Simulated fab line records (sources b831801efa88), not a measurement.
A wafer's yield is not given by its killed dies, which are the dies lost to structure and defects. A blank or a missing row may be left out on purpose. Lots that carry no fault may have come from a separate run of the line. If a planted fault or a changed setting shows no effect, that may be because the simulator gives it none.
Matching of chambers | flow gf180mcu | 3 sister chambers for GF_V3_CVD_02 on pecvd-03
The step deposits SiO2 from TEOS, target thk 850 nm, time 94.851 s. 6 wafers are shown with their chamber, then 10 later ones without.

WAFERS WITH THEIR CHAMBER
wafer  | chamber | heaterPowerW (W)
L079.5 | 2       | 709
L080.1 | 2       | 658
L080.2 | 1       | 683
L080.3 | 0       | 853
L086.4 | 0       | 861
L086.5 | 1       | 702

WAFERS MISSING THEIR CHAMBER
wafer  | heaterPowerW (W)
L086.6 | 765
L088.2 | 732
L088.4 | 762
L088.5 | 560
L094.1 | 683
L094.3 | 600
L094.4 | 729
L095.2 | 610
L095.4 | 678
L095.6 | 663

WHICH CHAMBER EACH WENT THROUGH
wafer  | from the rows above          | in truth
L086.6 | can't be placed: 1 or 2 or 0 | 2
L088.2 | can't be placed: 1 or 2      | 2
L088.4 | can't be placed: 1 or 2 or 0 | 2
L088.5 | can't be placed: 2 or 1      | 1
L094.1 | can't be placed: 2 or 1      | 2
L094.3 | can't be placed: 2 or 1      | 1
L094.4 | can't be placed: 1 or 2      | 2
L095.2 | can't be placed: 2 or 1      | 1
L095.4 | can't be placed: 2 or 1      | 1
L095.6 | can't be placed: 2 or 1      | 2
Correct placement for 0 of the 10. From these rows, 10 cannot be placed; in 10 the true chamber is one of the candidates. Placed wrongly: 0.
How it was worked out, from the rows above alone: a wafer's distance from a chamber is the root of the sum, over the readings, of the square of ((its reading less the chamber's mean) divided by the reading's scatter). If the next closest chamber is less than 2 further off than the closest, the wafer can't be placed; otherwise it belongs to the closest. The mean given for a chamber averages the wafers shown for that chamber. How the scatter is found: for the shown wafers, subtract from each reading the mean of its chamber, square and add these, divide the total by (wafers less chambers), then take the root.
